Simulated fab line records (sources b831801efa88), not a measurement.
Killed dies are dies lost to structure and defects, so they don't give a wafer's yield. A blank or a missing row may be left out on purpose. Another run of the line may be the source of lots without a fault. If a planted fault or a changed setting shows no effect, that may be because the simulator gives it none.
Matching of chambers / flow gf180mcu / GF_PASSIVATION_CVD_02 on pecvd-04 has 3 sister chambers
The step deposits Si3N4, target thk 700 nm, time 486.18 s. 20 wafers are shown with their chamber, then 10 later ones without.

== WAFERS PAIRED WITH THEIR CHAMBERS ==
wafer=L168.1; chamber=2; heater power w (W)=681; rf fwd power W (W)=460.9
wafer=L168.4; chamber=2; heater power w (W)=706; rf fwd power W (W)=462.0
wafer=L168.5; chamber=1; heater power w (W)=766; rf fwd power W (W)=462.6
wafer=L170.1; chamber=1; heater power w (W)=746; rf fwd power W (W)=463.1
wafer=L170.2; chamber=2; heater power w (W)=700; rf fwd power W (W)=463.2
wafer=L170.3; chamber=0; heater power w (W)=686; rf fwd power W (W)=463.1
wafer=L172.1; chamber=2; heater power w (W)=606; rf fwd power W (W)=462.8
wafer=L172.2; chamber=0; heater power w (W)=758; rf fwd power W (W)=462.8
wafer=L172.6; chamber=1; heater power w (W)=639; rf fwd power W (W)=463.8
wafer=L173.1; chamber=0; heater power w (W)=747; rf fwd power W (W)=460.0
wafer=L173.2; chamber=1; heater power w (W)=739; rf fwd power W (W)=458.0
wafer=L173.3; chamber=2; heater power w (W)=650; rf fwd power W (W)=461.8
wafer=L174.1; chamber=2; heater power w (W)=691; rf fwd power W (W)=460.1
wafer=L174.3; chamber=1; heater power w (W)=742; rf fwd power W (W)=461.1
wafer=L174.4; chamber=2; heater power w (W)=736; rf fwd power W (W)=459.3
wafer=L176.1; chamber=2; heater power w (W)=723; rf fwd power W (W)=460.7
wafer=L176.4; chamber=1; heater power w (W)=755; rf fwd power W (W)=462.2
wafer=L176.5; chamber=2; heater power w (W)=579; rf fwd power W (W)=461.1
wafer=L177.3; chamber=2; heater power w (W)=625; rf fwd power W (W)=461.0
wafer=L177.4; chamber=1; heater power w (W)=663; rf fwd power W (W)=461.2

SIGNATURES (averages over the wafers above)
reading=heater power w; chamber 0=730.33; chamber 1=721.43; chamber 2=669.70; scatter within a chamber=49.9
reading=rf fwd power W; chamber 0=461.967; chamber 1=461.714; chamber 2=461.290; scatter within a chamber=1.54
Rule: a wafer's distance from a chamber is the root of the sum, over the readings, of the square of ((its reading less the chamber's mean) divided by the reading's scatter). If the next closest chamber is less than 2 further off than the closest, the wafer can't be placed; otherwise it belongs to the closest. The scatter: take each reading less its chamber's mean, square it, sum over the shown wafers, divide by the number of wafers less the number of chambers, and take the root.

== WAFERS MISSING THEIR CHAMBER ==
wafer=L177.6; heater power w (W)=657; rf fwd power W (W)=463.0
wafer=L181.2; heater power w (W)=670; rf fwd power W (W)=459.7
wafer=L181.5; heater power w (W)=672; rf fwd power W (W)=461.8
wafer=L181.6; heater power w (W)=660; rf fwd power W (W)=461.2
wafer=L184.1; heater power w (W)=637; rf fwd power W (W)=460.3
wafer=L184.2; heater power w (W)=695; rf fwd power W (W)=462.4
wafer=L184.5; heater power w (W)=692; rf fwd power W (W)=462.9
wafer=L185.1; heater power w (W)=737; rf fwd power W (W)=462.3
wafer=L185.2; heater power w (W)=662; rf fwd power W (W)=462.0
wafer=L185.4; heater power w (W)=755; rf fwd power W (W)=461.3

== WHICH CHAMBER EACH ONE RAN IN ==
wafer=L177.6; from the rows above=can't be placed: 2 or 1 or 0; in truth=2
wafer=L181.2; from the rows above=can't be placed: 2 or 1 or 0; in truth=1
wafer=L181.5; from the rows above=can't be placed: 2 or 1 or 0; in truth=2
wafer=L181.6; from the rows above=can't be placed: 2 or 1 or 0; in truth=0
wafer=L184.1; from the rows above=can't be placed: 2 or 1 or 0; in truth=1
wafer=L184.2; from the rows above=can't be placed: 1 or 0 or 2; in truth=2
wafer=L184.5; from the rows above=can't be placed: 1 or 0 or 2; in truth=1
wafer=L185.1; from the rows above=can't be placed: 0 or 1 or 2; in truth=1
wafer=L185.2; from the rows above=can't be placed: 2 or 1 or 0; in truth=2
wafer=L185.4; from the rows above=can't be placed: 0 or 1 or 2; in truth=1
0 of 10 placed correctly. Can't be placed from these rows: 10 (the true chamber is among the candidates in 10). 0 placed wrongly.
